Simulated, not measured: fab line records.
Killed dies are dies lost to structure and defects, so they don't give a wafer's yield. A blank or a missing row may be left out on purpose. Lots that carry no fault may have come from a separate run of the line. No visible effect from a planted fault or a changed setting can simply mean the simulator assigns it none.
Struck lot and sound lot, side by side + flow sky130 + 16 steps out of a route of 708
Sound: these wafers, L900.1, L900.3, L900.6. Wafers struck: L912.3, L912.4, L912.6. The cause is given at the end.
Order at every step that has rows: each side's tool, ch and its chambers, its first start. Under that, the readings that differ: sound wafers + struck wafers + difference of the means + sigmas: that difference in standard deviations of wafers without a fault.
alike: a reading whose means differ by less than 2 such deviations, as well as words and numbers matching on both sides. not compared: withheld readings; readings where some wafer has no value; bounds like >300 that might hide an equal value; numbers whose values overlap and for which the record gives no deviation.
A row with sigmas, a row that says differs or no value, or rows on one side alone: a step with any of these is where the two part. Numbers that have no deviation but don't overlap get no sigmas and don't part them. A reading missing from all wafers of one side parts the sides only when that side holds two or more wafers.

first, 5 steps without rows for these wafers: SKY_SD_N_COAT_02 (resist thk 1140 nm); SKY_SD_N_SOFTBAKE_03 (time 60 s); SKY_SD_N_EXPOSE_04 (exposes mask NSDM, target cd 380 nm); SKY_SD_N_PEB_05; SKY_SD_N_DEVELOP_06 (develop time 60 s).
SKY_SD_N_CD_MEAS_07 targets a cd of 380 nm.
  sound: cd_sem-02 at day 30 16:17; struck: cd_sem-02 at day 33 22:22
| reading    | sound             | struck            | difference | sigmas |
|------------|-------------------|-------------------|------------|--------|
| cd_nm (nm) | 385.9 386.2 385.9 | 377.0 377.7 375.5 | -9.3       | -3     |
SKY_SD_N_OVL_MEAS_08:
  sound: overlay-01 at day 30 16:24; struck: overlay-02 at day 33 22:28
  alike: SD_N_OVL
then, 2 steps without rows for these wafers: SKY_SD_N_IMPLANT_09; SKY_SD_N_IMPLANT_10.
SKY_SD_N_STRIP_11: strips in O2/N2.
  sound on plasma_asher-02 ch 0,1, day 30 16:44; struck on plasma_asher-01 ch 0,1, day 33 22:49
  alike: drypump_motor_current_A, n2_flow_sccm, oes_product_au, strip_time_to_endpoint_s
  not compared: rf_hours_counter_h
SKY_SD_N_TW_MEAS_12:
  sound: film_metro-02 at day 30 16:50; struck: film_metro-04 at day 33 22:55
  alike: SD_N_TW
then, 1 step without rows for these wafers: SKY_SD_N_CLEAN_13 (cleans in SC1/SC2, time 150 s).
SKY_SD_N_RTA_14: time 2 s.
  sound on rtp_anneal-01 ch 0, day 30 17:00; struck on rtp_anneal-01 ch 0, day 33 23:01
| reading            | sound                | struck               | difference | sigmas |
|--------------------|----------------------|----------------------|------------|--------|
| lamp_power_pct (%) | 15.78 15.76 15.71    | 16.39 16.33 16.41    | +0.63      | +13    |
| wafer_temp_C_max   | 1076.5 1078.1 1079.9 | 1102.5 1106.0 1100.9 | +25.0      | +18    |
SKY_SD_N_RS_MEAS_16: measures by four-point-probe.
  sound: film_metro-01 at day 30 17:10; struck: film_metro-02 at day 33 23:34
| reading          | sound             | struck            | difference | sigmas |
|------------------|-------------------|-------------------|------------|--------|
| SD_N_RS (ohm/sq) | 68.50 68.41 68.59 | 63.74 63.74 63.61 | -4.80      | -34    |
  not compared: hold
SKY_SD_N_RS_MEAS_17: measures by four-point-probe.
  sound: film_metro-01 at day 30 17:17; struck: film_metro-02 at day 34 07:18
| reading          | sound             | struck            | difference | sigmas |
|------------------|-------------------|-------------------|------------|--------|
| SD_P_RS (ohm/sq) | 146.6 146.5 146.7 | 125.3 125.3 124.6 | -21.5      | -50    |
  not compared: hold
then, 1 step without rows for these wafers: SKY_PAD_OPEN_PROBE_99.

== WHERE THEY PART ==
First at SKY_SD_N_CD_MEAS_07; last, within this record, at SKY_SD_N_RS_MEAS_17.

WHY: what had been put in by the simulator
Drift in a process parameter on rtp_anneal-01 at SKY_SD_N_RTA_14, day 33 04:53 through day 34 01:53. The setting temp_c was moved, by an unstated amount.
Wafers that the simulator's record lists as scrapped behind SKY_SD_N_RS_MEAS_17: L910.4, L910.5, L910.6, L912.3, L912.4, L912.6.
